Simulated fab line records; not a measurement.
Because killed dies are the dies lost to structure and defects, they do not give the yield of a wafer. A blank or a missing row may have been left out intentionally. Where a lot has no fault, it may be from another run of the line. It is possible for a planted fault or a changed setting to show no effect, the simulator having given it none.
8D (eight disciplines) problem report, filled in by code | flow sky130 | the parts of the form that need people (team, actions taken, sign-off) are left out

## 1. PROBLEM STATEMENT
At SKY_CONTACT_CMP_04, time-to-endpoint-s averages 107 s over 3 wafers from 3 lots, while fault-free wafers read 81 s, standard deviation 4.5. That puts it +5.9 standard deviations away from the usual mean.
The step: polishes SiO2.
First seen on wafer L585.1, day 32 19:41, on cmp-01. At this step, 34 wafers from 12 lots have a number in the record. The rule behind "out" and "out of limits": a value lying over 4 standard deviations away from the usual mean. All remaining wafers that have a number are taken as sound.

## 2. WHAT IT IS, AND WHAT IT ISN'T
question                    | is                     | is not
which readings at this step | time-to-endpoint-s     | edge-zone-pressure-frac, head-pressure-psi, motor-current-A
which lots                  | L585, L587, L589       | L578, L579, L583, L596, L597, L598, L599, L600, L601
which wafers of those lots  | L585.1, L587.3, L589.1 | L585.2, L585.5, L587.4, L589.4
read on which tools         | cmp-01                 | -
when                        | from day 32 19:41      | up to then (11 sound wafers); but 20 sound wafers of L587, L589, L596, L597, L598, L599, L600, L601 came after

## 3. THE SUSPECTS, EACH WITH WHAT RULES IT OUT
Counting: if a tool at a process step up to the reading ran every lot that is out, it stays a suspect. Sound lots after the first of them don't rule it out here, since some wafers of a struck lot are sound.
- cmp-01 at SKY_CONTACT_CMP_04 (polishes SiO2): kept. Ran every lot that is out, first one L585 (day 32 19:41); last sound lot up to then L583 (day 32 10:53). Its own readings are out on those wafers: time-to-endpoint-s.
The count leaves cmp-01 at SKY_CONTACT_CMP_04.

## 4. THE CAUSE (what the simulator had put in)
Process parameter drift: cmp-01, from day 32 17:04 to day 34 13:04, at SKY_CONTACT_CMP_04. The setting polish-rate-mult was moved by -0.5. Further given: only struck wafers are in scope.
Counting left only this tool.

## 5. SEQUENCE OF EFFECTS, ordered by route
One row per reading whose mean, taken over the struck wafers that have a number, lies over 3 standard deviations from the usual. Scope: only readings with a usual standard deviation given in the record; hours: median across lots of the time from each lot's start at the first step in this table that gives one to its start at this step; sigmas: change in usual standard deviations.
hours | step                  | reading            | usual      | on struck wafers | change | sigmas
0     | SKY_CONTACT_CMP_04    | time-to-endpoint-s | 81 s       | 107              | +26    | +5.9
27    | SKY_CONTACT_ETCH_17   | oes-product-au     | 0.891 a.u. | 1.001            | +0.110 | +23
350   | SKY_PAD_OPEN_PROBE_99 | killed-at-contacts | 23         | 93               | +70    | +15
350   | SKY_PAD_OPEN_PROBE_99 | killed-dies        | 85         | 155              | +70    | +7.0
350   | SKY_PAD_OPEN_PROBE_99 | killed-on-rim      | 17         | 37               | +20    | +5.4
Process steps it contains:
- SKY_CONTACT_CMP_04: polishes SiO2.
- SKY_CONTACT_ETCH_17: etches SiO2 in C4F8/O2/Ar, stops on Si3N4, target depth 340 nm.
- SKY_PAD_OPEN_PROBE_99

## 6. HOW IT WOULD HAVE BEEN CAUGHT EARLIER
In this record the first reading out of limits was taken at day 32 19:41, 3 hours after the fault began at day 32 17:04.
